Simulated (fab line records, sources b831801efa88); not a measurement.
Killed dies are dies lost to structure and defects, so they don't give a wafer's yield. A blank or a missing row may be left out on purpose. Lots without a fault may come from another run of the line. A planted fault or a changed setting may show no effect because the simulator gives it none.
fab line records | flow gf180mcu
record lots=24 wafers=72 last_day=34
route steps=602 shown V3@430 V4@492 MIM@512 TOP_METAL@570
lots that met no fault: from a run of the same line without faults
start_h: hours from the record's first day to the start of the lot's first wafer shown | wait_h: hours since the lot's step before | " the same as in the row above | L1.1+2: a row that stands for several wafers | - no value, or no start given | * or withheld: withheld | < > ~ a bound
route shown NAME@n: a module of which the file shows steps, and the number in the route of the first | usual: mean/standard deviation of fault-free wafers | same: alike in all rows | chamber/n: place in a boat | sites: the reading at each site | _std_site: their standard deviation | _edge_site: outer sites' mean less inner sites' | radius_mm: how far each site lies from the wafer's centre | mask NAME#n: copy n | behind: the tool/chamber that last shaped the wafer | hold: why the lot was held/for how many hours/how that ended | device: the transistor (n, p or np) that didn't switch | end of line: the same wafers' tests at the end of the route | a step without rows: its recipe alone | killed: dies lost to structure and defects at the first sort, not the wafer's yield | map: a wafer's dies, x killed, . not, _ none there
set.NAME: the setting as run; set.NAME@STEP: as run at that earlier step | model.NAME: the simulator's own value behind a step, which no gauge read
steps of the route over a sample of lots; a table a step, a row a wafer
services: from which hour (start_h, from the record's first day; less than 0 if before it) a tool's chamber was out of use, for how many hours, and why
## steps
# step GF_V3_THK_MEAS_01
# recipe reads=SiO2_of_V3_CVD_00
# usual V3_CVD_00_THK=600/7.6
# columns lot.wafer tool chamber start_h wait_h V3_CVD_00_THK[nm]
L074.1 film_metro-04 - 478.80 0.1 593
L074.4 " - " " 585
L074.6 " - " " 587
L075.2 film_metro-03 - 483.57 0.0 594
L075.4 " - " " 588
L075.6 " - " " 595
L076.1 film_metro-03 - 493.85 0.0 594
L076.5 " - " " 594
L076.6 " - " " 594
L077.2 film_metro-03 - 509.26 0.0 608
L077.5 " - " " 601
L077.6 " - " " 590
L078.3 film_metro-04 - 512.32 0.1 597
L078.4 " - " " 605
L078.6 " - " " 604
L079.1 film_metro-04 - 520.66 0.1 597
L079.3 " - " " 600
L079.5 " - " " 594
L080.2 film_metro-02 - 536.31 0.1 596
L080.3 " - " " 598
L080.5 " - " " 604
L081.2 film_metro-03 - 541.73 0.1 606
L081.5 " - " " 601
L081.6 " - " " 594
L082.1 film_metro-03 - 559.72 0.0 611
L082.4 " - " " 606
L082.6 " - " " 620
L083.2 film_metro-04 - 573.56 0.0 609
L083.3 " - " " 605
L083.4 " - " " 613
L084.3 film_metro-02 - 577.92 0.1 611
L084.5 " - " " 610
L084.6 " - " " 601
L085.4 film_metro-02 - 595.58 0.0 600
L085.5 " - " " 602
L085.6 " - " " 585
L086.2 film_metro-02 - 602.10 0.0 601
L086.4 " - " " 611
L086.5 " - " " 597
L087.2 film_metro-03 - 610.42 0.0 601
L087.3 " - " " 617
L087.6 " - " " 599
L088.2 film_metro-03 - 614.60 0.0 611
L088.3 " - " " 603
L088.6 " - " " 612
L090.1 film_metro-04 - 628.31 0.0 593
L090.2 " - " " 605
L090.4 " - " " 587
L089.2 film_metro-03 - 632.25 0.0 585
L089.4 " - " " 599
L089.6 " - " " 603
L092.2 film_metro-03 - 642.75 0.0 583
L092.3 " - " " 603
L092.4 " - " " 598
L091.2 film_metro-02 - 646.72 0.0 586
L091.3 " - " " 598
L091.5 " - " " 586
L093.2 film_metro-02 - 651.86 0.0 600
L093.3 " - " " 593
L093.5 " - " " 590
L094.2 film_metro-02 - 656.31 0.0 591
L094.3 " - " " 609
L094.6 " - " " 604
L096.2 film_metro-02 - 662.17 0.0 612
L096.3 " - " " 613
L096.6 " - " " 596
L095.4 film_metro-04 - 664.98 0.0 608
L095.5 " - " " 596
L095.6 " - " " 599
L097.1 film_metro-04 - 676.81 0.0 608
L097.2 " - " " 599
L097.3 " - " " 607
# step GF_V4_ETCH_16
# recipe chemistry=N2/H2 target_depth_a=withheld overetch_a=withheld time_s=withheld target=BARC ion_energy_ev=200 source_w=500 bias_w=100 pressure_mtorr=30 n2_flow_sccm=100 h2_flow_sccm=200
# usual drypump_motor_current_A=5.6/0.31 oes_product_au=0.854/0.0044 throttle_valve_pct=13.225/0.0089
# columns lot.wafer tool chamber start_h wait_h drypump_motor_current_A oes_product_au throttle_valve_pct
L074.1 rie_diel-04 1 552.67 0.0 5.4 0.863 13.233
L074.4 " 2 " " 5.1 0.854 13.228
L074.6 " 0 " " 4.9 0.861 13.232
L075.2 rie_diel-02 1 556.92 0.0 6.1 0.859 13.226
L075.4 " 3 " " 5.7 0.856 13.243
L075.6 " 3 " " 5.6 0.852 13.222
L076.1 rie_diel-03 2 565.12 0.0 5.6 0.856 13.233
L076.5 " 1 " " 5.4 0.849 13.242
L076.6 " 0 " " 5.6 0.861 13.224
L077.2 rie_diel-02 3 581.17 0.0 5.7 0.860 13.223
L077.5 " 0 " " 5.2 0.861 13.225
L077.6 " 1 " " 6.1 0.855 13.211
L078.3 rie_diel-03 3 583.66 0.0 5.9 0.855 13.229
L078.4 " 1 " " 5.4 0.844 13.241
L078.6 " 3 " " 6.0 0.850 13.226
L079.1 rie_diel-03 3 591.39 0.0 6.0 0.848 13.218
L079.3 " 2 " " 5.6 0.854 13.222
L079.5 " 0 " " 5.5 0.853 13.221
L080.2 rie_diel-03 0 606.37 0.0 5.5 0.854 13.219
L080.3 " 2 " " 5.5 0.855 13.228
L080.5 " 3 " " 5.9 0.866 13.229
L081.2 rie_diel-04 0 610.62 0.0 5.0 0.849 13.230
L081.5 " 3 " " 5.9 0.849 13.215
L081.6 " 2 " " 5.1 0.854 13.226
L082.1 rie_diel-03 3 628.96 0.0 6.0 0.860 13.233
L082.4 " 2 " " 5.6 0.862 13.212
L082.6 " 1 " " 5.5 0.848 13.216
L083.2 rie_diel-04 2 639.71 0.0 5.1 0.860 13.224
L083.3 " 0 " " 4.9 0.855 13.225
L083.4 " 1 " " 5.3 0.853 13.234
L084.3 rie_diel-02 0 644.62 0.0 5.2 0.853 13.225
L084.5 " 3 " " 5.6 0.859 13.212
L084.6 " 0 " " 5.2 0.859 13.240
L085.4 rie_diel-02 1 660.31 0.0 6.1 0.852 13.224
L085.5 " 3 " " 5.6 0.854 13.226
L085.6 " 0 " " 5.2 0.852 13.225
L086.2 rie_diel-04 3 665.71 0.0 5.9 0.854 13.237
L086.4 " 2 " " 5.1 0.857 13.217
L086.5 " 0 " " 5.0 0.850 13.232
L087.2 rie_diel-04 0 674.47 0.0 4.9 0.855 13.217
L087.3 " 2 " " 5.1 0.855 13.223
L087.6 " 2 " " 5.1 0.864 13.203
L088.2 rie_diel-02 2 677.81 0.0 5.7 0.855 13.226
L088.3 " 1 " " 6.1 0.852 13.233
L088.6 " 3 " " 5.6 0.858 13.237
L090.1 rie_diel-03 0 689.96 0.0 5.6 0.859 13.224
L090.2 " 2 " " 5.6 0.852 13.209
L090.4 " 3 " " 5.9 0.856 13.234
L089.2 rie_diel-02 0 693.81 0.0 5.2 0.852 13.236
L089.4 " 1 " " 6.1 0.860 13.226
L089.6 " 3 " " 5.6 0.848 13.230
L092.2 rie_diel-04 2 702.56 0.0 5.1 0.848 13.240
L092.3 " 3 " " 5.9 0.857 13.216
L092.4 " 0 " " 5.0 0.855 13.228
L091.2 rie_diel-02 0 706.06 0.0 5.2 0.854 13.210
L091.3 " 3 " " 5.7 0.850 13.216
L091.5 " 3 " " 5.6 0.858 13.230
L093.2 rie_diel-02 0 711.66 0.0 5.2 0.853 13.214
L093.3 " 3 " " 5.6 0.852 13.220
L093.5 " 0 " " 5.2 0.859 13.234
L094.2 rie_diel-03 2 715.96 0.0 5.6 0.855 13.226
L094.3 " 3 " " 5.9 0.843 13.213
L094.6 " 3 " " 5.9 0.851 13.224
L096.2 rie_diel-02 3 721.01 0.0 5.7 0.852 13.230
L096.3 " 0 " " 5.2 0.853 13.227
L096.6 " 1 " " 6.1 0.853 13.227
L095.4 rie_diel-03 1 723.84 0.0 5.4 0.857 13.222
L095.5 " 0 " " 5.5 0.849 13.211
L095.6 " 3 " " 5.9 0.850 13.218
L097.1 rie_diel-03 3 734.71 0.0 6.0 0.859 13.219
L097.2 " 1 " " 5.4 0.853 13.229
L097.3 " 0 " " 5.5 0.858 13.224
# step GF_V4_ETCH_17
# recipe chemistry=C4F8/O2/Ar mask_material=KrF target=SiO2 stop_on=TiN source_w=1500 bias_w=1200 pressure_mtorr=40 c4f8_flow_sccm=withheld O2_flow_sccm=6 Ar_flow_sccm=300 time_s=withheld target_depth_a=6300
# usual oes_product_au=0.856/0.0044
# columns lot.wafer tool chamber start_h wait_h oes_product_au
L074.1 rie_diel-04 1 - - 0.856
L074.4 " 2 " " 0.847
L074.6 " 0 " " 0.851
L075.2 rie_diel-02 1 - - 0.850
L075.4 " 3 " " 0.854
L075.6 " 3 " " 0.851
L076.1 rie_diel-03 0 - - 0.872
L076.5 " 0 " " 0.857
L076.6 " 2 " " 0.852
L077.2 rie_diel-02 3 - - 0.862
L077.5 " 0 " " 0.853
L077.6 " 1 " " 0.868
L078.3 rie_diel-03 3 - - 0.862
L078.4 " 1 " " 0.850
L078.6 " 3 " " 0.850
L079.1 rie_diel-03 3 - - 0.860
L079.3 " 2 " " 0.863
L079.5 " 0 " " 0.860
L080.2 rie_diel-03 0 - - 0.856
L080.3 " 2 " " 0.853
L080.5 " 3 " " 0.855
L081.2 rie_diel-04 0 - - 0.857
L081.5 " 3 " " 0.859
L081.6 " 2 " " 0.860
L082.1 rie_diel-03 3 - - 0.852
L082.4 " 2 " " 0.858
L082.6 " 1 " " 0.857
L083.2 rie_diel-04 2 - - 0.854
L083.3 " 0 " " 0.859
L083.4 " 1 " " 0.858
L084.3 rie_diel-02 0 - - 0.857
L084.5 " 3 " " 0.854
L084.6 " 0 " " 0.859
L085.4 rie_diel-02 1 - - 0.857
L085.5 " 3 " " 0.861
L085.6 " 0 " " 0.868
L086.2 rie_diel-04 3 - - 0.863
L086.4 " 2 " " 0.859
L086.5 " 0 " " 0.856
L087.2 rie_diel-04 0 - - 0.859
L087.3 " 2 " " 0.851
L087.6 " 2 " " 0.857
L088.2 rie_diel-02 2 - - 0.846
L088.3 " 1 " " 0.853
L088.6 " 3 " " 0.860
L090.1 rie_diel-03 0 - - 0.857
L090.2 " 2 " " 0.853
L090.4 " 3 " " 0.857
L089.2 rie_diel-02 0 - - 0.860
L089.4 " 1 " " 0.854
L089.6 " 3 " " 0.851
L092.2 rie_diel-04 2 - - 0.857
L092.3 " 3 " " 0.856
L092.4 " 0 " " 0.858
L091.2 rie_diel-02 0 - - 0.855
L091.3 " 3 " " 0.865
L091.5 " 3 " " 0.849
L093.2 rie_diel-02 0 - - 0.859
L093.3 " 3 " " 0.860
L093.5 " 0 " " 0.854
L094.2 rie_diel-03 2 - - 0.856
L094.3 " 3 " " 0.852
L094.6 " 3 " " 0.856
L096.2 rie_diel-02 3 - - 0.847
L096.3 " 0 " " 0.862
L096.6 " 1 " " 0.855
L095.4 rie_diel-03 1 - - 0.860
L095.5 " 0 " " 0.848
L095.6 " 3 " " 0.854
L097.1 rie_diel-03 3 - - 0.851
L097.2 " 1 " " 0.852
L097.3 " 0 " " 0.857
# step GF_MIM_SPUTTER_09
# recipe material=TiN target_thk_nm=35 power_w=6500 time_s=29.2 chamber_pressure_pa=0.4
# usual cathode_dc_power_W=6499.9/1.1 throttle_valve_pct=29.7/1.4
# columns lot.wafer tool chamber start_h wait_h cathode_dc_power_W throttle_valve_pct
L074.1 pvd_sputter-04 - 554.51 0.0 6501.7 29.1
L074.4 " - " " 6500.3 28.8
L074.6 " - " " 6499.4 30.3
L075.2 pvd_sputter-01 - 558.65 0.0 6498.6 32.4
L075.4 " - " " 6500.7 30.7
L075.6 " - " " 6500.1 30.8
L076.1 pvd_sputter-04 - 566.85 0.0 6500.0 29.0
L076.5 " - " " 6498.7 29.2
L076.6 " - " " 6499.8 29.0
L077.2 pvd_sputter-03 - 582.90 0.0 6502.5 28.9
L077.5 " - " " 6498.1 28.5
L077.6 " - " " 6499.2 28.9
L078.3 pvd_sputter-01 - 585.40 0.0 6500.7 27.1
L078.4 " - " " 6498.8 30.2
L078.6 " - " " 6500.6 30.9
L079.1 pvd_sputter-04 - 593.12 0.0 6499.7 29.1
L079.3 " - " " 6500.9 28.7
L079.5 " - " " 6498.1 28.7
L080.2 pvd_sputter-01 - 608.10 0.0 6498.7 27.2
L080.3 " - " " 6500.7 32.7
L080.5 " - " " 6500.9 30.6
L081.2 pvd_sputter-03 - 612.43 0.0 6498.8 28.7
L081.5 " - " " 6500.1 28.8
L081.6 " - " " 6499.4 29.2
L082.1 pvd_sputter-01 - 630.73 0.0 6500.9 30.7
L082.4 " - " " 6499.5 30.6
L082.6 " - " " 6499.6 32.3
L083.2 pvd_sputter-01 - 641.48 0.0 6498.5 30.4
L083.3 " - " " 6501.9 30.9
L083.4 " - " " 6499.6 30.6
L084.3 pvd_sputter-03 - 646.39 0.0 6499.0 28.7
L084.5 " - " " 6499.1 28.8
L084.6 " - " " 6499.6 29.0
L085.4 pvd_sputter-03 - 662.08 0.0 6499.7 28.7
L085.5 " - " " 6499.1 28.6
L085.6 " - " " 6500.4 29.0
L086.2 pvd_sputter-01 - 667.46 0.0 6499.7 31.0
L086.4 " - " " 6500.9 32.4
L086.5 " - " " 6501.0 30.0
L087.2 pvd_sputter-03 - 676.25 0.0 6499.5 28.6
L087.3 " - " " 6498.4 29.0
L087.6 " - " " 6499.5 28.9
L088.2 pvd_sputter-03 - 679.56 0.0 6501.7 29.2
L088.3 " - " " 6499.1 28.5
L088.6 " - " " 6500.0 28.7
L090.1 pvd_sputter-01 - 691.70 0.0 6498.5 30.7
L090.2 " - " " 6497.8 30.2
L090.4 " - " " 6501.2 26.9
L089.2 pvd_sputter-03 - 695.55 0.0 6498.3 28.7
L089.4 " - " " 6500.0 28.6
L089.6 " - " " 6501.0 29.1
L092.2 pvd_sputter-03 - 704.41 0.0 6498.9 29.0
L092.3 " - " " 6499.5 28.9
L092.4 " - " " 6499.3 30.6
L091.2 pvd_sputter-01 - 707.80 0.0 6499.3 32.3
L091.3 " - " " 6499.2 27.1
L091.5 " - " " 6500.5 32.6
L093.2 pvd_sputter-04 - 713.76 0.0 6500.9 28.8
L093.3 " - " " 6501.4 30.9
L093.5 " - " " 6499.8 29.1
L094.2 pvd_sputter-04 - 718.06 0.0 6498.7 29.1
L094.3 " - " " 6500.5 30.5
L094.6 " - " " 6499.4 29.3
L096.2 pvd_sputter-04 - 722.77 0.0 6500.6 28.9
L096.3 " - " " 6498.3 30.5
L096.6 " - " " 6499.1 29.1
L095.4 pvd_sputter-04 - 725.56 0.0 6501.0 28.8
L095.5 " - " " 6500.4 29.1
L095.6 " - " " 6498.3 30.7
L097.1 pvd_sputter-01 - 736.51 0.0 6500.8 31.1
L097.2 " - " " 6498.9 32.5
L097.3 " - " " 6503.5 27.0
# step GF_MIM_STRIP_20
# recipe chemistry=O2/N2 power_w=1400 pressure_mtorr=1500 platen_temp_c=250 o2_flow_sccm=3000 n2_flow_sccm=300 overash_fraction=0.5
# usual drypump_motor_current_A=5.5/0.45 heater_power_w=336/23 oes_product_au=0.692/0.0051 platen_temp_c=249.99/0.18 strip_time_to_endpoint_s=11.21/0.042
# columns lot.wafer tool chamber start_h wait_h drypump_motor_current_A heater_power_w oes_product_au platen_temp_c rf_hours_counter_h strip_time_to_endpoint_s
L074.1 plasma_asher-02 0 576.73 0.0 4.8 311 0.698 250.00 80 11.21
L074.4 " 0 " " 4.8 307 0.691 250.09 - 11.22
L074.6 " 0 " " 4.8 315 0.695 249.94 - 11.21
L075.2 plasma_asher-03 0 581.18 0.0 5.9 326 0.684 249.88 17 11.24
L075.4 " 0 " " 5.9 331 0.691 249.94 - 11.22
L075.6 " 0 " " 5.9 331 0.692 249.69 - 11.20
L076.1 plasma_asher-02 0 588.78 0.0 4.8 306 0.695 249.95 81 11.20
L076.5 " 0 " " 4.8 309 0.696 249.58 - 11.21
L076.6 " 1 " " 5.6 360 0.693 250.23 - 11.27
L077.2 plasma_asher-04 0 604.64 0.0 5.7 309 0.697 249.92 55 11.22
L077.5 " 1 " " 5.2 376 0.698 249.71 - 11.23
L077.6 " 0 " " 5.7 314 0.692 250.04 - 11.28
L078.3 plasma_asher-02 0 607.36 0.1 4.8 309 0.687 249.98 - 11.17
L078.4 " 1 " " 5.6 347 0.695 250.42 - 11.22
L078.6 " 0 " " 4.8 322 0.688 250.09 - 11.18
L079.1 plasma_asher-02 0 613.98 0.0 4.8 315 0.692 249.87 84 11.25
L079.3 " 1 " " 5.6 350 0.692 249.93 - 11.23
L079.5 " 0 " " 4.8 317 0.694 249.75 - 11.25
L080.2 plasma_asher-03 1 628.99 0.0 6.0 359 0.705 249.91 22 11.29
L080.3 " 1 " " 6.0 351 0.699 249.93 - 11.25
L080.5 " 0 " " 5.9 321 0.697 249.98 - 11.30
L081.2 plasma_asher-04 1 633.14 0.0 5.2 375 0.696 250.13 58 11.17
L081.5 " 0 " " 5.7 308 0.690 250.26 - 11.15
L081.6 " 1 " " 5.2 371 0.681 249.84 - 11.14
L082.1 plasma_asher-04 0 649.99 0.0 5.7 303 0.689 249.89 60 11.24
L082.4 " 0 " " 5.7 304 0.690 249.54 - 11.26
L082.6 " 0 " " 5.7 312 0.703 249.48 - 11.23
L083.2 plasma_asher-04 0 660.98 0.0 5.7 309 0.691 250.09 61 11.14
L083.3 " 1 " " 5.2 367 0.688 250.24 - 11.19
L083.4 " 0 " " 5.8 305 0.693 250.19 - 11.19
L084.3 plasma_asher-04 0 665.51 0.1 5.7 307 0.687 249.94 - 11.11
L084.5 " 1 " " 5.2 375 0.678 250.00 - 11.17
L084.6 " 0 " " 5.7 306 0.688 249.80 - 11.19
L085.4 plasma_asher-02 0 681.21 0.1 4.8 313 0.701 249.89 - 11.27
L085.5 " 0 " " 4.8 305 0.690 249.77 - 11.26
L085.6 " 1 " " 5.6 343 0.695 250.10 - 11.28
L086.2 plasma_asher-04 0 685.68 0.0 5.7 311 0.695 250.12 64 11.20
L086.4 " 0 " " 5.7 301 0.694 250.07 - 11.22
L086.5 " 1 " " 5.2 376 0.685 249.87 - 11.15
L087.2 plasma_asher-02 1 694.58 0.0 5.6 350 0.687 249.98 93 11.20
L087.3 " 0 " " 4.8 311 0.695 250.07 - 11.25
L087.6 " 1 " " 5.6 358 0.692 249.98 - 11.19
L088.2 plasma_asher-02 1 697.83 0.0 5.6 346 0.689 249.97 93 11.14
L088.3 " 0 " " 4.8 312 0.693 250.12 - 11.13
L088.6 " 0 " " 4.8 310 0.685 250.05 - 11.14
L090.1 plasma_asher-03 0 710.28 0.0 5.9 327 0.684 249.90 29 11.19
L090.2 " 1 " " 6.0 350 0.693 249.86 29 11.17
L090.4 " 0 " " 5.9 327 0.692 249.78 - 11.25
L089.2 plasma_asher-03 1 713.53 0.0 6.0 352 0.690 249.94 29 11.22
L089.4 " 0 " " 5.9 322 0.685 249.92 - 11.17
L089.6 " 0 " " 5.9 335 0.697 250.05 - 11.22
L092.2 plasma_asher-03 0 721.53 0.0 5.9 333 0.695 249.90 30 11.24
L092.3 " 0 " " 5.9 327 0.687 250.02 - 11.19
L092.4 " 1 " " 6.0 357 0.689 249.94 - 11.22
L091.2 plasma_asher-03 1 725.28 0.0 6.0 349 0.698 250.00 30 11.19
L091.3 " 1 " " 6.0 359 0.692 250.14 - 11.23
L091.5 " 1 " " 6.0 355 0.685 249.83 - 11.22
L093.2 plasma_asher-02 1 731.08 0.0 5.7 354 0.697 250.00 96 11.24
L093.3 " 0 " " 4.8 311 0.697 249.74 - 11.26
L093.5 " 0 " " 4.8 319 0.692 249.91 - 11.23
L094.2 plasma_asher-02 1 735.53 0.0 5.6 355 0.685 249.88 97 11.12
L094.3 " 0 " " 4.8 314 0.684 249.71 - 11.16
L094.6 " 0 " " 4.8 310 0.687 250.06 - 11.17
L096.2 plasma_asher-03 1 740.43 0.0 6.0 355 0.688 249.98 32 11.16
L096.3 " 0 " " 5.9 336 0.695 249.86 - 11.21
L096.6 " 1 " " 6.0 356 0.684 250.05 - 11.19
L095.4 plasma_asher-02 0 742.52 0.1 4.8 307 0.682 250.36 - 11.18
L095.5 " 0 " " 4.8 320 0.682 250.54 - 11.16
L095.6 " 1 " " 5.6 350 0.683 250.19 - 11.19
L097.1 plasma_asher-02 1 753.73 0.0 5.6 350 0.695 249.91 99 11.22
L097.2 " 0 " " 4.8 314 0.688 250.39 99 11.21
L097.3 " 1 " " 5.6 356 0.694 250.13 - 11.18
# step GF_TOP_METAL_SPUTTER_03
# recipe material=Ti target_thk_nm=5 substrate_temp_c=300 chamber_pressure_pa=0.3 power_w=3000 time_s=3.3
# usual cathode_dc_power_W=3000.0/0.57 throttle_valve_pct=29.9/1.5
# columns lot.wafer tool chamber start_h wait_h cathode_dc_power_W throttle_valve_pct
L074.1 pvd_sputter-03 - 621.43 0.0 3000.6 29.1
L074.4 " - " " 3000.4 28.7
L074.6 " - " " 3000.6 30.5
L075.2 pvd_sputter-01 - 626.66 0.0 3000.6 26.8
L075.4 " - " " 2999.8 30.3
L075.6 " - " " 2999.0 26.7
L076.1 pvd_sputter-01 - 634.05 0.0 3000.3 30.6
L076.5 " - " " 3000.7 32.3
L076.6 " - " " 2999.3 30.3
L077.2 pvd_sputter-02 - 649.55 0.0 3001.4 30.0
L077.5 " - " " 3000.1 30.0
L077.6 " - " " 3000.4 30.8
L078.3 pvd_sputter-03 - 651.14 0.0 2999.4 28.5
L078.4 " - " " 2998.8 29.1
L078.6 " - " " 2999.3 28.7
L079.1 pvd_sputter-01 - 657.26 0.0 3000.2 32.5
L079.3 " - " " 3000.2 26.9
L079.5 " - " " 2999.8 32.2
L080.2 pvd_sputter-03 - 672.35 0.0 2999.5 28.6
L080.3 " - " " 3000.1 28.8
L080.5 " - " " 2999.8 28.9
L081.2 pvd_sputter-02 - 675.74 0.0 3001.0 30.1
L081.5 " - " " 2999.8 30.8
L081.6 " - " " 3000.1 29.3
L082.1 pvd_sputter-01 - 691.19 0.0 2999.8 30.9
L082.4 " - " " 3000.0 30.3
L082.6 " - " " 2998.8 27.2
L083.2 pvd_sputter-02 - 702.02 0.0 2999.7 31.0
L083.3 " - " " 2999.9 29.8
L083.4 " - " " 2999.9 29.6
L084.3 pvd_sputter-03 - 707.06 0.0 2999.3 28.7
L084.5 " - " " 2999.4 30.3
L084.6 " - " " 3000.6 28.9
L085.4 pvd_sputter-02 - 720.58 0.0 2999.9 29.1
L085.5 " - " " 3000.6 30.9
L085.6 " - " " 3000.9 29.6
L086.2 pvd_sputter-02 - 725.76 0.0 3000.2 29.5
L086.4 " - " " 3000.4 29.9
L086.5 " - " " 3000.2 29.3
L087.2 pvd_sputter-01 - 734.14 0.0 2999.4 30.3
L087.3 " - " " 2999.9 32.1
L087.6 " - " " 2999.5 30.8
L088.2 pvd_sputter-01 - 734.77 0.0 3000.6 26.7
L088.3 " - " " 2999.7 30.5
L088.6 " - " " 3000.4 32.5
L090.1 pvd_sputter-02 - 747.72 0.0 2999.4 29.4
L090.2 " - " " 3000.3 31.0
L090.4 " - " " 2999.1 29.4
L089.2 pvd_sputter-03 - 751.42 0.0 3000.0 28.9
L089.4 " - " " 3000.3 28.8
L089.6 " - " " 3000.3 29.2
L092.2 pvd_sputter-01 - 759.86 0.0 3000.1 30.5
L092.3 " - " " 2999.7 32.5
L092.4 " - " " 2999.9 27.0
L091.2 pvd_sputter-01 - 762.30 0.0 3000.0 26.7
L091.3 " - " " 2999.2 30.1
L091.5 " - " " 2999.9 32.3
L093.2 pvd_sputter-02 - 768.03 0.0 3000.8 30.7
L093.3 " - " " 3001.0 29.4
L093.5 " - " " 3000.2 29.8
L094.2 pvd_sputter-01 - 772.17 0.0 3000.3 27.1
L094.3 " - " " 2999.9 32.5
L094.6 " - " " 2998.9 27.0
L096.2 pvd_sputter-01 - 775.77 0.0 3000.1 32.6
L096.3 " - " " 3000.1 27.0
L096.6 " - " " 2999.3 30.3
L095.4 pvd_sputter-01 - 779.12 0.0 2999.7 27.1
L095.5 " - " " 3000.7 30.2
L095.6 " - " " 2999.1 32.6
L097.1 pvd_sputter-02 - 790.01 0.0 2999.3 30.0
L097.2 " - " " 3000.9 29.4
L097.3 " - " " 3000.6 31.3
## services
# columns tool chamber start_h hours kind
rie_diel-04 - 567.35 15.6 pm
plasma_asher-02 - 571.12 3.8 repair
rie_diel-02 0 585.29 1.2 repair
rie_diel-02 2 589.47 14.7 repair
rie_diel-04 - 622.68 4.3 pm
pvd_sputter-01 0 630.57 - consumable_replace:kit
pvd_sputter-01 0 630.57 18.0 scheduled_down
pvd_sputter-01 0 630.57 18.0 vent_cycle
rie_diel-03 - 643.55 0.5 repair
rie_diel-02 - 652.81 0.4 repair
rie_diel-04 0 661.14 4.4 repair
plasma_asher-03 - 665.84 1.6 repair
plasma_asher-03 - 676.18 14.6 pm
rie_diel-04 - 710.98 14.6 pm
pvd_sputter-03 - 716.71 14.6 repair
rie_diel-03 2 719.39 6.3 repair
rie_diel-03 0 729.21 2.7 repair
pvd_sputter-03 - 733.08 2.4 repair
rie_diel-04 0 736.54 3.9 repair
pvd_sputter-01 3 759.91 - consumable_replace:kit
pvd_sputter-01 3 759.91 18.0 scheduled_down
pvd_sputter-01 3 759.91 18.0 vent_cycle
rie_diel-04 3 779.82 5.0 repair
plasma_asher-02 - 780.26 2.5 repair
## key
fault none
